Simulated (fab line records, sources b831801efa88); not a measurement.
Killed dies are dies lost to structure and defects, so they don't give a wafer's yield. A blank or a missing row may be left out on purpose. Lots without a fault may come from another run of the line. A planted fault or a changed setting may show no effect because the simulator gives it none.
One fault seen from 2 desks | flow gf180mcu | each desk has only its own numbers; what lay behind them comes last

THE METROLOGY DESK
What the gauges read, lot by lot, whatever tool the lot ran on: means of the sampled wafers that have a number. A lot is out of limits, marked OUT, if its mean lies more than 4 standard deviations from the usual mean; the brackets give that distance.
Columns: A = VT_IMPLANT_3_TW at GF_VT_IMPLANT_TW_MEAS_32, usual 269.8
lot  | first seen here | A
L822 | day 6 19:31     | 271.5
L823 | day 7 04:52     | 268.8
L824 | day 7 08:51     | 270.7
L825 | day 7 14:01     | 273.5
L828 | day 8 06:34     | 269.5
L833 | day 9 21:11     | 246.3 (-13) OUT
L834 | day 10 02:22    | 245.6 (-13) OUT
L840 | day 11 18:50    | 270.9
L842 | day 12 12:28    | 273.4
L843 | day 13 04:17    | 266.7
L844 | day 13 05:40    | 266.5
L845 | day 13 18:54    | 268.4
This desk's finding: out of limits on L833, L834; first on L833, day 9 21:11 (VT_IMPLANT_3_TW at GF_VT_IMPLANT_TW_MEAS_32). In limits: L822, L823, L824, L825, L828, L840, L842, L843, L844, L845.

THE TOOL OWNER'S DESK: implanter-03
The tool's own readings at GF_VT_IMPLANT_IMPLANT_30: means of the sampled wafers that have a number, for each lot that ran on this tool. A lot is out of limits, marked OUT, if its mean lies more than 4 standard deviations from the usual mean; the brackets give that distance.
Columns: A = beam_energy_keV at GF_VT_IMPLANT_IMPLANT_30, usual 25.000; B = dose_ions_cm2 at GF_VT_IMPLANT_IMPLANT_30, usual 2.5346e+12; C = faraday_current_uA at GF_VT_IMPLANT_IMPLANT_30, usual 14.30
lot  | first seen here | A      | B                            | C
L822 | day 6 19:17     | 25.016 | 2.5336e+12                   | 14.23
L823 | day 7 04:38     | 24.999 | 2.5346e+12                   | 14.18
L824 | day 7 08:37     | 25.001 | 2.5351e+12                   | 14.20
L828 | day 8 06:19     | 24.992 | 2.5341e+12                   | 14.21
L833 | day 9 20:58     | 25.003 | 1.8355e+12 (-99 or more) OUT | 10.32 (-14) OUT
L834 | day 10 02:07    | 25.001 | 1.8350e+12 (-99 or more) OUT | 10.16 (-14) OUT
L843 | day 13 04:02    | 25.008 | 2.5328e+12                   | 14.32
L845 | day 13 18:39    | 25.007 | 2.5371e+12                   | 14.40
This desk's finding: out of limits on L833, L834; first on L833, day 9 20:58 (dose_ions_cm2 at GF_VT_IMPLANT_IMPLANT_30). In limits: L822, L823, L824, L828, L843, L845.

PUT TOGETHER
The tool owner's desk could have raised an alarm at day 9 20:58, on L833, L834.
The metrology desk could have raised an alarm at day 9 21:11, on L833, L834.
Of the lots named, all ran GF_VT_IMPLANT_IMPLANT_30 on implanter-03.

WHAT THE SIMULATOR HAD PUT IN
Process parameter drift: implanter-03, from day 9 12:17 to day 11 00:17, at GF_VT_IMPLANT_IMPLANT_30. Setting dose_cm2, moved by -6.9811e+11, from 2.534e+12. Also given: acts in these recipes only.
Lots struck among those shown: L833, L834.
Hours from the fault's start to each desk's first reading out of limits: the tool owner's desk, 9; the metrology desk, 9.
